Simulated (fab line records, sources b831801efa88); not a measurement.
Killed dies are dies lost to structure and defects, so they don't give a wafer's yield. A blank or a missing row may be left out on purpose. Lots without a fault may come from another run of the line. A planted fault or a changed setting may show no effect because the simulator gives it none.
fab line records | flow sfq_line
record lots=7 wafers=21 last_day=92
route steps=325 shown I0@57 M1@58 I1@73
lots that met no fault: from a run of the same line without faults
start_h: hours from the record's first day to the start of the lot's first wafer shown | wait_h: hours since the lot's step before | " the same as in the row above | L1.1+2: a row that stands for several wafers | - no value, or no start given | * or withheld: withheld | < > ~ a bound
route shown NAME@n: a module of which the file shows steps, and the number in the route of the first | usual: mean/standard deviation of fault-free wafers | same: alike in all rows | chamber/n: place in a boat | sites: the reading at each site | _std_site: their standard deviation | _edge_site: outer sites' mean less inner sites' | radius_mm: how far each site lies from the wafer's centre | mask NAME#n: copy n | behind: the tool/chamber that last shaped the wafer | hold: why the lot was held/for how many hours/how that ended | device: the transistor (n, p or np) that didn't switch | end of line: the same wafers' tests at the end of the route | a step without rows: its recipe alone | killed: dies lost to structure and defects at the first sort, not the wafer's yield | map: a wafer's dies, x killed, . not, _ none there
set.NAME: the setting as run; set.NAME@STEP: as run at that earlier step | model.NAME: the simulator's own value behind a step, which no gauge read
lots at some steps of the route; a table a step, a row a wafer
services: from which hour (start_h, from the record's first day; less than 0 if before it) a tool's chamber was out of use, for how many hours, and why
## steps
# step SFQ_TRILAYER_I0_VIA_STRIP_SOLV_CLEAN_036
# recipe chemistry=NMP temp_c=70 time_s=600
# step SFQ_TRILAYER_M1_DEP_PRE_CLEAN_038
# recipe gas=Ar time_s=22.5 bias_v=250
# step SFQ_TRILAYER_M1_DEP_SPUTTER_037
# recipe material=Nb base_pressure_pa=1.33e-06 chamber_pressure_pa=0.1333 substrate_temp_c=20 resputter_cathode_voltage_v=400 target_thk_nm=200 power_w=2000 time_s=133.3
# usual substrate_temp_c=20.00/0.1 throttle_valve_pct=30.5/0.98
# columns lot.wafer tool chamber start_h wait_h substrate_temp_c throttle_valve_pct
L150.1 pvd_sputter-06 - 462.98 0.0 20.12 30.3
L150.5 " - " " 20.14 30.3
L150.6 " - " " 19.87 30.6
L154.1 pvd_sputter-06 - 495.50 0.0 20.09 29.6
L154.3 " - " " 19.99 32.5
L154.4 " - " " 19.93 30.2
L155.3 pvd_sputter-06 - 506.32 0.0 19.97 30.6
L155.4 " - " " 19.89 29.6
L155.6 " - " " 20.07 30.7
L156.2 pvd_sputter-05 - 507.63 0.0 20.02 30.3
L156.5 " - " " 20.12 30.1
L156.6 " - " " 20.22 30.9
L160.3 pvd_sputter-06 - 558.42 0.0 20.02 32.2
L160.4 " - " " 20.03 30.0
L160.6 " - " " 20.03 32.6
L164.2 pvd_sputter-06 - 570.40 0.0 19.89 29.5
L164.3 " - " " 20.09 30.6
L164.4 " - " " 19.84 32.6
L165.2 pvd_sputter-05 - 574.00 0.0 20.07 30.2
L165.3 " - " " 19.98 30.0
L165.4 " - " " 20.09 31.1
# step SFQ_M1_RS_MEAS_909
# recipe thk_meas_gauge=four-point-probe reads=Nb_of_TRILAYER_M1_DEP_SPUTTER_037
# usual M1_NB_RS=0.894/0.012
# columns lot.wafer tool chamber start_h wait_h M1_NB_RS[ohm/sq]
L150.1 film_metro-02 - 463.07 0.0 0.904
L150.5 " - " " 0.901
L150.6 " - " " 0.891
L154.1 film_metro-02 - 495.59 0.0 0.891
L154.3 " - " " 0.876
L154.4 " - " " 0.902
L155.3 film_metro-02 - 506.45 0.1 0.901
L155.4 " - " " 0.892
L155.6 " - " " 0.897
L156.2 film_metro-03 - 507.74 0.1 0.932
L156.5 " - " " 0.904
L156.6 " - " " 0.913
L160.3 film_metro-02 - 558.55 0.1 0.872
L160.4 " - " " 0.900
L160.6 " - " " 0.884
L164.2 film_metro-02 - 570.51 0.1 0.904
L164.3 " - " " 0.911
L164.4 " - " " 0.897
L165.2 film_metro-03 - 574.11 0.1 0.892
L165.3 " - " " 0.894
L165.4 " - " " 0.899
# step SFQ_TRILAYER_M1_LITHO_COAT_044
# recipe resist=BARC spin_rpm=2943 resist_thk_nm=62
# step SFQ_TRILAYER_M1_LITHO_COAT_039
# recipe resist=KrF spin_rpm=3000 resist_thk_nm=600
# step SFQ_TRILAYER_M1_LITHO_SOFTBAKE_043
# recipe temp_c=withheld time_s=withheld resist=KrF
# step SFQ_TRILAYER_M1_LITHO_EXPOSE_040
# recipe mask_id=M1 na=0.6 source_shape=conventional sigma_outer=0.65 target_cd_nm=500 dose_mj=14.4
# step SFQ_TRILAYER_M1_LITHO_PEB_042
# recipe peb_temp_c=115 peb_time_s=60 resist=KrF
# step SFQ_TRILAYER_M1_LITHO_DEVELOP_041
# recipe time_s=60 resist=KrF
# step SFQ_M1_OVL_MEAS_911
# usual M1_OVL=0/6.1
# columns lot.wafer tool chamber start_h wait_h M1_OVL[nm]
L150.1 overlay-02 - 625.17 0.1 4
L150.5 " - " " 0
L150.6 " - " " -4
L154.1 overlay-01 - 656.48 0.1 2
L154.3 " - " " 2
L154.4 " - " " 4
L155.3 overlay-01 - 668.49 0.1 7
L155.4 " - " " -2
L155.6 " - " " -3
L156.2 overlay-01 - 670.88 0.1 2
L156.5 " - " " 1
L156.6 " - " " 4
L160.3 overlay-02 - 714.98 0.1 -7
L160.4 " - " " -5
L160.6 " - " " 1
L164.2 overlay-02 - 730.58 0.1 -10
L164.3 " - " " -5
L164.4 " - " " -7
L165.2 overlay-02 - 732.98 0.1 -10
L165.3 " - " " -4
L165.4 " - " " -9
# step SFQ_TRILAYER_M1_BARC_OPEN_METAL_ETCH_054
# recipe mask_material=PR chemistry=O2 target_depth_nm=125 target=BARC icp_w=600 bias_w=80 pressure_mtorr=10 time_s=41.7
# usual bias_w=80.06/0.23 chamber_pressure_mTorr=10.001/0.0094 drypump_motor_current_A=5.5/0.45 oes_product_au=0.688/0.0044
# columns lot.wafer tool chamber start_h wait_h bias_w chamber_pressure_mTorr drypump_motor_current_A oes_product_au rf_hours_counter_h model.KrF_of_TRILAYER_M1_LITHO_COAT_039.thk_nm
L150.1 rie_metal-02 0 625.21 0.0 79.97 9.992 5.1 0.686 31 527.8
L150.5 " 0 " " 79.88 9.988 5.1 0.694 - 527.1
L150.6 " 1 " " 80.18 10.000 5.4 0.689 - 524.1
L154.1 rie_metal-04 1 656.51 0.0 - - - - - 575.5
L154.3 " 0 " " - - - - - 576.3
L154.4 " 1 " " - - - - - 574.1
L155.3 rie_metal-03 1 668.53 0.0 - - - - - 576.7
L155.4 " 0 " " - - - - - 575
L155.6 " 0 " " - - - - - 577.8
L156.2 rie_metal-02 0 670.91 0.0 - - - - - 575.2
L156.5 " 1 " " - - - - - 574.9
L156.6 " 0 " " - - - - - 576.2
L160.3 rie_metal-02 1 715.03 0.0 79.80 9.991 5.4 0.684 - 523.8
L160.4 " 0 " " 80.21 10.006 5.1 0.684 - 524.2
L160.6 " 0 " " 80.25 9.995 5.1 0.685 - 522
L164.2 rie_metal-02 0 730.61 0.0 80.01 10.009 5.1 0.687 47 524.4
L164.3 " 1 " " 80.06 9.996 5.4 0.679 - 525.9
L164.4 " 0 " " 79.90 10.003 5.1 0.690 - 523.2
L165.2 rie_metal-02 1 733.01 0.0 80.42 10.007 5.4 0.692 23 526.5
L165.3 " 0 " " 79.88 9.993 5.1 0.680 - 525.1
L165.4 " 1 " " 80.21 9.991 5.4 0.692 - 525.4
# step SFQ_TRILAYER_M1_ETCH_METAL_ETCH_042
# recipe target=Nb stop_on=SiO2 mask_material=PR chemistry=Cl2/Ar target_depth_nm=240 icp_w=600 bias_w=80 pressure_mtorr=10 time_s=120
# usual bias_w=80.00/0.22 chamber_pressure_mTorr=10.001/0.008 drypump_motor_current_A=5.5/0.45 oes_product_au=0.892/0.0078
# columns lot.wafer tool chamber start_h wait_h bias_w chamber_pressure_mTorr drypump_motor_current_A oes_product_au rf_hours_counter_h model.KrF_of_TRILAYER_M1_LITHO_COAT_039.thk_nm
L150.1 rie_metal-02 0 625.27 0.0 79.74 9.991 5.1 0.886 31 389.5
L150.5 " 0 " " 80.33 9.990 5.1 0.883 - 388.5
L150.6 " 1 " " 79.64 10.025 5.4 0.891 - 385.2
L154.1 rie_metal-04 1 656.57 0.0 80.29 9.992 6.0 0.374 84 438
L154.3 " 0 " " 79.97 10.012 5.8 0.370 - 435.6
L154.4 " 1 " " 79.77 9.991 6.0 0.381 - 435.1
L155.3 rie_metal-03 1 668.61 0.1 80.57 9.999 6.4 0.381 - 433.3
L155.4 " 0 " " 80.02 10.003 6.0 0.379 - 429.9
L155.6 " 0 " " 79.92 9.996 6.0 0.372 - 433.6
L156.2 rie_metal-02 0 670.97 0.0 79.60 9.991 5.1 0.382 36 436.3
L156.5 " 1 " " 79.93 10.008 5.4 0.365 - 435.2
L156.6 " 0 " " 79.81 9.993 5.1 0.386 - 437.6
L160.3 rie_metal-02 1 715.11 0.1 79.97 10.006 5.4 0.903 - 385.6
L160.4 " 0 " " 80.05 10.008 5.1 0.883 - 384.2
L160.6 " 0 " " 80.04 9.994 5.1 0.898 - 381.7
L164.2 rie_metal-02 0 730.67 0.0 80.18 9.988 5.1 0.890 47 381.6
L164.3 " 1 " " 80.07 10.007 5.4 0.879 - 385.2
L164.4 " 0 " " 79.69 9.993 5.1 0.882 - 380
L165.2 rie_metal-02 1 733.07 0.0 79.80 9.993 5.4 0.894 23 389.7
L165.3 " 0 " " 80.52 9.995 5.1 0.885 - 386.2
L165.4 " 1 " " 79.86 10.016 5.4 0.889 - 387.7
# step SFQ_TRILAYER_M1_STRIP_STRIP_043
# recipe gas=O2 power_w=200 platen_temp_c=40 overash_fraction=0.65 chemistry=O2 pressure_mtorr=50
# usual drypump_motor_current_A=5.5/0.45 oes_product_au=0.996/0.01
# columns lot.wafer tool chamber start_h wait_h drypump_motor_current_A oes_product_au rf_hours_counter_h
L150.1 rie_metal-02 0 625.39 0.1 5.1 0.980 31
L150.5 " 0 " " 5.1 0.972 -
L150.6 " 1 " " 5.4 0.991 -
L154.1 rie_metal-04 1 656.70 0.1 6.0 0.996 85
L154.3 " 0 " " 5.8 0.993 -
L154.4 " 1 " " 6.0 0.991 -
L155.3 rie_metal-03 1 668.90 0.2 6.4 1.007 -
L155.4 " 0 " " 6.0 1.010 -
L155.6 " 0 " " 6.0 1.015 -
L156.2 rie_metal-02 0 671.10 0.1 5.1 0.998 36
L156.5 " 1 " " 5.4 0.985 -
L156.6 " 0 " " 5.0 0.992 -
L160.3 rie_metal-02 1 715.39 0.2 5.4 0.985 -
L160.4 " 0 " " 5.1 1.002 -
L160.6 " 0 " " 5.1 1.002 -
L164.2 rie_metal-02 0 730.79 0.1 5.0 1.004 47
L164.3 " 1 " " 5.4 0.995 -
L164.4 " 0 " " 5.1 0.996 -
L165.2 rie_metal-02 1 733.19 0.1 5.4 0.992 23
L165.3 " 0 " " 5.1 1.003 -
L165.4 " 1 " " 5.4 0.988 -
# step SFQ_TRILAYER_M1_STRIP_SOLV_CLEAN_044
# recipe chemistry=NMP temp_c=70 time_s=600
# step SFQ_TRILAYER_I1_DEP_PECVD_045
# recipe material=SiO2 temp_c=150 time_s=111.11 pressure_torr=2.4 rf_w=183.3 precursor=SiH4/N2O target_thk_nm=500
# usual heater_power_outer_w=31/6.9 heater_power_w=85/8.7 throttle_valve_pct=24.1/1.1
# columns lot.wafer tool chamber start_h wait_h heater_power_outer_w heater_power_w since_wet_clean_h throttle_valve_pct
L150.1 pecvd-03 0 626.17 0.0 18 68 418 22.3
L150.5 " 2 " " 28 94 - 25.0
L150.6 " 1 " " 42 92 - 24.7
L154.1 pecvd-03 2 657.47 0.0 25 84 449 25.1
L154.3 " 0 " " 28 79 - 22.5
L154.4 " 2 " " 27 93 - 24.9
L155.3 pecvd-02 2 669.47 0.0 29 85 1214 23.9
L155.4 " 1 " " 30 85 - 23.0
L155.6 " 2 " " 18 68 - 23.7
L156.2 pecvd-03 0 671.87 0.0 18 68 464 22.2
L156.5 " 1 " " 43 94 - 25.0
L156.6 " 2 " " 33 94 - 25.0
L160.3 pecvd-02 2 715.97 0.0 27 82 1261 23.8
L160.4 " 2 " " 28 85 - 24.1
L160.6 " 1 " " 44 100 - 23.1
L164.2 pecvd-02 1 731.57 0.0 43 102 1276 23.2
L164.3 " 2 " " 22 74 1276 23.9
L164.4 " 1 " " 30 83 - 23.2
L165.2 pecvd-02 0 733.97 0.0 31 85 1279 25.5
L165.3 " 2 " " 29 83 1279 23.6
L165.4 " 0 " " 34 89 - 26.0
# step SFQ_TRILAYER_I1_CMP_CMP_046
# recipe material=SiO2 down_force_psi=3 platen_rpm=60 pad_velocity_m_s=0.94248
# step SFQ_I1_BOW_MEAS_912
# recipe mode=bow
# usual I1_BOW=1/7.4
# columns lot.wafer tool chamber start_h wait_h I1_BOW[um]
L150.1 film_metro-01 - 630.93 2.5 4
L150.5 " - " " -5
L150.6 " - " " -8
L154.1 film_metro-01 - 661.98 1.0 14
L154.3 " - " " 10
L154.4 " - " " 2
L155.3 film_metro-02 - 672.59 1.0 -9
L155.4 " - " " -17
L155.6 " - " " -6
L156.2 film_metro-01 - 675.16 2.5 1
L156.5 " - " " -1
L156.6 " - " " 4
L160.3 film_metro-02 - 721.09 2.5 -9
L160.4 " - " " -3
L160.6 " - " " -6
L164.2 film_metro-02 - 749.27 2.5 -1
L164.3 " - " " 6
L164.4 " - " " -11
L165.2 film_metro-01 - 756.16 1.0 2
L165.3 " - " " 7
L165.4 " - " " -1
# step SFQ_TRILAYER_I1_METRO_MEASURE_047
# usual thk_nm=199.6/1.3
# columns lot.wafer tool chamber start_h wait_h thk_nm
L150.1 film_metro-01 - 631.05 0.1 198.9
L150.5 " - " " 198.3
L150.6 " - " " 200.0
L154.1 film_metro-01 - 662.10 0.1 200.4
L154.3 " - " " 198.6
L154.4 " - " " 199.9
L155.3 film_metro-02 - 673.07 0.5 199.2
L155.4 " - " " 200.0
L155.6 " - " " 198.4
L156.2 film_metro-01 - 675.46 0.3 198.6
L156.5 " - " " 199.3
L156.6 " - " " 196.9
L160.3 film_metro-02 - 721.57 0.5 200.1
L160.4 " - " " 201.9
L160.6 " - " " 200.3
L164.2 film_metro-02 - 749.57 0.3 195.8
L164.3 " - " " 198.1
L164.4 " - " " 200.2
L165.2 film_metro-01 - 756.46 0.3 199.4
L165.3 " - " " 199.6
L165.4 " - " " 201.7
# step SFQ_TRILAYER_I1_VIA_LITHO_COAT_054
# recipe resist=BARC spin_rpm=3000 resist_thk_nm=62
# step SFQ_TRILAYER_I1_VIA_LITHO_COAT_049
# recipe resist=KrF spin_rpm=3000 resist_thk_nm=650
# step SFQ_TRILAYER_I1_VIA_LITHO_SOFTBAKE_053
# recipe temp_c=withheld time_s=withheld resist=KrF
# step SFQ_TRILAYER_I1_VIA_LITHO_EXPOSE_050
# recipe mask_id=I1 na=0.6 source_shape=conventional sigma_outer=0.65 target_cd_nm=500 dose_mj=21.71
# usual exposure_dose_mJ_cm2=21.710/0.022 focus_offset_nm=0.0/0.52 sigma_outer=0.65/0
# columns lot.wafer tool chamber start_h wait_h mask exposure_dose_mJ_cm2 focus_offset_nm sigma_outer
L150.1 krf_scanner-01 0 774.77 - I1#0 21.697 0.1 0.65
L150.5 " 0 " " I1#0 21.717 0.1 0.65
L150.6 " 0 " " I1#0 21.718 -0.2 0.65
L154.1 krf_scanner-01 - 789.17 - I1#0 - - -
L154.3 " - " " I1#0 - - -
L154.4 " - " " I1#0 - - -
L155.3 krf_scanner-01 - 796.77 - I1#0 - - -
L155.4 " - " " I1#0 - - -
L155.6 " - " " I1#0 - - -
L156.2 krf_scanner-01 - 797.77 - I1#0 - - -
L156.5 " - " " I1#0 - - -
L156.6 " - " " I1#0 - - -
L160.3 krf_scanner-01 0 844.77 - I1#0 21.716 -0.9 0.65
L160.4 " 0 " " I1#0 21.721 -0.6 0.65
L160.6 " 0 " " I1#0 21.718 0.4 0.65
L164.2 krf_scanner-02 0 876.05 - I1#0 21.708 -0.1 0.65
L164.3 " 0 " " I1#0 21.721 -0.9 0.65
L164.4 " 0 " " I1#0 21.745 -0.5 0.65
L165.2 krf_scanner-02 0 882.05 - I1#0 21.696 0.1 0.65
L165.3 " 0 " " I1#0 21.725 0.9 0.65
L165.4 " 0 " " I1#0 21.702 0.3 0.65
# step SFQ_TRILAYER_I1_VIA_LITHO_PEB_052
# recipe peb_temp_c=115 peb_time_s=60 resist=KrF
# step SFQ_TRILAYER_I1_VIA_LITHO_DEVELOP_051
# recipe time_s=60 resist=KrF
# step SFQ_I1_OVL_MEAS_913
# usual I1_OVL=2/4.7
# columns lot.wafer tool chamber start_h wait_h I1_OVL[nm]
L150.1 overlay-02 - 776.27 0.1 6
L150.5 " - " " 5
L150.6 " - " " 1
L154.1 overlay-01 - 790.67 0.1 -
L154.3 " - " " -
L154.4 " - " " -
L155.3 overlay-02 - 797.88 0.1 -
L155.4 " - " " -
L155.6 " - " " -
L156.2 overlay-01 - 799.08 0.1 -
L156.5 " - " " -
L156.6 " - " " -
L160.3 overlay-01 - 845.97 0.1 6
L160.4 " - " " 3
L160.6 " - " " 2
L164.2 overlay-01 - 877.36 0.1 4
L164.3 " - " " 9
L164.4 " - " " 6
L165.2 overlay-02 - 883.36 0.1 2
L165.3 " - " " -1
L165.4 " - " " 1
# step SFQ_TRILAYER_I1_VIA_BARC_OPEN_VIA_ETCH_071
# recipe mask_material=PR chemistry=O2 target_depth_nm=125 target=BARC source_w=500 bias_w=80 pressure_mtorr=30 time_s=41.7
# step SFQ_TRILAYER_I1_VIA_ETCH_VIA_ETCH_052
# recipe target=SiO2 stop_on=Nb mask_material=PR taper_deg=20 chemistry=CHF3 target_depth_nm=260 source_w=480.9 bias_w=80 pressure_mtorr=30 time_s=withheld
# usual bias_w=79.98/0.24 chamber_pressure_mTorr=30.002/0.025 drypump_motor_current_A=6.0/0.4 oes_product_au=0.853/0.0051
# columns lot.wafer tool chamber start_h wait_h bias_w chamber_pressure_mTorr drypump_motor_current_A oes_product_au model.I1.cd_nm
L150.1 rie_diel-03 1 776.35 0.0 79.76 29.984 6.2 0.849 498.2
L150.5 " 2 " " 80.15 29.978 6.4 0.851 500.5
L150.6 " 3 " " 79.99 29.990 6.2 0.864 502.7
L154.1 rie_diel-01 3 790.75 0.0 80.47 30.016 5.6 0.372 -
L154.3 " 1 " " 80.00 30.002 6.3 0.367 -
L154.4 " 0 " " 79.99 29.986 5.6 0.378 -
L155.3 rie_diel-03 1 797.95 0.0 80.20 30.020 6.2 0.372 -
L155.4 " 0 " " 79.61 30.001 5.8 0.373 2.429
L155.6 " 3 " " 80.14 29.970 6.3 0.373 -
L156.2 rie_diel-01 1 799.15 0.0 79.78 29.953 6.3 0.367 -
L156.5 " 3 " " 79.80 29.990 5.6 0.376 -
L156.6 " 2 " " 79.88 30.029 6.0 0.378 3.607
L160.3 rie_diel-03 2 846.03 0.0 79.98 30.001 6.4 0.849 504.2
L160.4 " 1 " " 80.23 29.998 6.2 0.856 500.1
L160.6 " 3 " " 79.73 29.953 6.3 0.859 505.1
L164.2 rie_diel-02 0 877.43 0.0 79.46 29.990 6.0 0.850 501.8
L164.3 " 3 " " 79.76 29.993 6.3 0.842 504.3
L164.4 " 1 " " 80.23 30.063 5.0 0.859 506.3
L165.2 rie_diel-03 2 883.43 0.0 79.82 29.999 6.3 0.856 503.7
L165.3 " 1 " " 80.02 29.929 6.2 0.853 500.4
L165.4 " 3 " " 80.14 29.998 6.2 0.857 504.7
# step SFQ_TRILAYER_I1_VIA_STRIP_STRIP_053
# recipe gas=O2 power_w=200 platen_temp_c=40 overash_fraction=0.65 chemistry=O2 pressure_mtorr=50
# usual drypump_motor_current_A=5.8/0.47 oes_product_au=0.999/0.0089
# columns lot.wafer tool chamber start_h wait_h drypump_motor_current_A oes_product_au rf_hours_counter_h
L150.1 rie_metal-01 0 776.46 - 6.1 1.005 70
L150.5 " 0 " " 6.1 1.000 -
L150.6 " 0 " " 6.1 0.998 -
L154.1 rie_metal-01 1 790.86 - 6.0 1.004 1
L154.3 " 1 " " 6.0 0.997 -
L154.4 " 0 " " 6.1 1.018 -
L155.3 rie_metal-03 0 798.26 - 6.0 1.012 -
L155.4 " 1 " " 6.4 1.010 -
L155.6 " 0 " " 6.0 1.010 -
L156.2 rie_metal-01 1 799.26 - 6.0 1.018 1
L156.5 " 1 " " 6.0 0.994 -
L156.6 " 0 " " 6.1 1.007 -
L160.3 rie_metal-03 1 846.35 - 6.4 0.998 -
L160.4 " 0 " " 6.0 1.000 -
L160.6 " 0 " " 6.0 1.003 -
L164.2 rie_metal-03 1 877.54 - 6.4 0.988 88
L164.3 " 1 " " 6.4 1.007 -
L164.4 " 0 " " 6.0 1.008 -
L165.2 rie_metal-02 1 883.54 - 5.4 0.998 46
L165.3 " 1 " " 5.4 0.996 -
L165.4 " 0 " " 5.1 0.999 -
## services
# columns tool chamber start_h hours kind
rie_diel-03 2 448.58 11.1 repair
pvd_sputter-06 - 457.46 3.7 repair
rie_diel-03 - 461.67 14.6 pm
krf_scanner-01 - 471.28 4.0 pm
film_metro-01 - 480.06 25.4 repair
rie_diel-03 0 505.10 1.3 repair
film_metro-01 - 507.12 0.8 pm
krf_scanner-01 - 509.93 0.8 pm
krf_scanner-01 - 534.18 1.0 pm
krf_scanner-01 - 535.15 6.4 repair
rie_diel-03 0 535.90 4.8 repair
pvd_sputter-06 - 536.22 1.1 repair
krf_scanner-01 - 559.42 1.3 pm
krf_scanner-01 - 641.10 5.9 repair
krf_scanner-01 - 646.05 30.1 repair
krf_scanner-01 - 678.60 0.8 pm
krf_scanner-01 - 703.35 1.0 pm
rie_metal-03 - 725.20 2.8 pm
krf_scanner-01 - 735.07 1.3 pm
krf_scanner-01 - 736.37 6.0 pm
rie_metal-03 - 739.99 1.6 repair
pvd_sputter-06 - 764.70 2.1 repair
krf_scanner-01 - 846.77 0.8 pm
krf_scanner-01 - 872.12 1.0 pm
## key
first_sign step=SFQ_TRILAYER_M1_BARC_OPEN_METAL_ETCH_054 reading=tool_record direction=missing
effect step=SFQ_TRILAYER_M1_ETCH_METAL_ETCH_042 reading=oes_product_au direction=down sigmas=66 usual=0.892 struck=0.377
effect step=SFQ_TRILAYER_I1_VIA_LITHO_EXPOSE_050 reading=tool_record direction=missing
effect step=SFQ_I1_OVL_MEAS_913 reading=I1_OVL direction=missing
effect step=SFQ_TRILAYER_I1_VIA_ETCH_VIA_ETCH_052 reading=oes_product_au direction=down sigmas=95 usual=0.853 struck=0.373
model_effect step=SFQ_TRILAYER_M1_BARC_OPEN_METAL_ETCH_054 value=KrF_of_TRILAYER_M1_LITHO_COAT_039.thk_nm without=524.5 struck=575.8
model_effect step=SFQ_TRILAYER_M1_ETCH_METAL_ETCH_042 value=KrF_of_TRILAYER_M1_LITHO_COAT_039.thk_nm without=383.7 struck=435
model_effect step=SFQ_TRILAYER_I1_VIA_ETCH_VIA_ETCH_052 value=I1.cd_nm without=506 struck=3.018
met_at SFQ_TRILAYER_M1_BARC_OPEN_METAL_ETCH_054
struck_wafers L154.1,L154.3,L154.4,L155.3,L155.4,L155.6,L156.2,L156.5,L156.6
onset_between 625.21 656.51
fault kind=skipped_step_whole tool=rie_metal-02,rie_metal-03,rie_metal-04 chamber=- onset_h=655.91 steps=SFQ_TRILAYER_M1_BARC_OPEN_METAL_ETCH_054 scope=struck_lots_only
